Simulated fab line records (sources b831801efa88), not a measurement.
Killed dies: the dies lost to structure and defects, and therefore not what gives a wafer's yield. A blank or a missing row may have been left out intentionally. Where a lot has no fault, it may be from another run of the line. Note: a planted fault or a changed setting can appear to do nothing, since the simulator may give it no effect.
8D (eight disciplines) problem report, filled in by code -- flow gf180mcu -- the parts of the form that need people (team, actions taken, sign-off) are left out

1. WHAT IS WRONG
Mean of oes product au at GF_M1_METAL_ETCH_16: 0.836 a.u. over 2 wafers from 1 lot, against 0.992 a.u. (standard deviation 0.0068) on wafers with no fault. That puts it -23 standard deviations away from the usual mean.
The step: etches the open film in Cl2/BCl3, stops on SiO2, target depth 750.8 nm, time 125.1 s.
First observed at day 22 23:04: wafer L278.2, on rie metal-03. Wafers with a number at this step in the record: 39, from 13 lots. By rule, "out" or "out of limits" means more than 4 standard deviations away from the usual mean. The other wafers with a number count as sound.

2. WHAT IT IS AND WHAT IT IS NOT
question,is,is not
which readings at this step,"oes product au, throttle valve pct",drypump motor current A
which lots,L278,"L262, L263, L264, L265, L266, L267, L268, L269, L271, L272, L273, L277"
which wafers of those lots,"L278.2, L278.5",L278.6
read on which tools,rie metal-03,"rie metal-01, rie metal-04"
when,from day 22 23:04,up to then (37 sound wafers)

3. WHAT RULES OUT EACH SUSPECT
Counting: if a tool at a process step up to the reading ran every lot that is out, it stays a suspect. Sound lots after the first of them don't rule it out here, since some wafers of a struck lot are sound.
- rie metal-03 at GF_M1_METAL_ETCH_16 (etches the open film in Cl2/BCl3, stops on SiO2, target depth 750.8 nm, time 125.1 s): kept. L278, the lot that is out, went through it at day 22 23:04; up to then, the latest sound lot through it was L272 at day 20 19:44. Out on those wafers are its own readings of oes product au, throttle valve pct.
After counting, what remains is rie metal-03 at GF_M1_METAL_ETCH_16.

4. THE CAUSE (what the simulator had put in)
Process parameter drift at GF_M1_METAL_ETCH_16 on rie metal-03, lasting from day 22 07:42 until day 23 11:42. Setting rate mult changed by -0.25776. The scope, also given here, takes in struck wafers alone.
Only this tool survived the counting.

5. THE EFFECT CHAIN, in route order
Each row: a reading whose mean over the struck wafers that have a number lies more than 3 standard deviations from the usual. Only readings for which the record gives a usual standard deviation are gone through. hours: the time from each lot's start at the first step in this table that gives one to its start at this step, as a median over the lots. sigmas: the change in usual standard deviations.
hours,step,reading,usual,on struck wafers,change,sigmas
0,GF_M1_METAL_ETCH_16,oes product au,0.992 a.u.,0.836,-0.156,-23
0,GF_M1_METAL_ETCH_16,throttle valve pct,28.227 %,28.394,+0.167,+17
0,GF_M1_STRIP_17,oes product au,0.536 a.u.,0.565,+0.029,+6.1
0,GF_M1_STRIP_17,strip time to endpoint s,7.34 s,8.09,+0.75,+13
It contains these process steps:
- GF_M1_METAL_ETCH_16: etches the open film in Cl2/BCl3, stops on SiO2, target depth 750.8 nm, time 125.1 s.
- GF_M1_STRIP_17: strips in O2/N2.

6. WHAT WOULD HAVE CAUGHT IT SOONER
First out-of-limits reading in this record: day 22 23:04, which is 15 hours after fault onset at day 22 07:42.
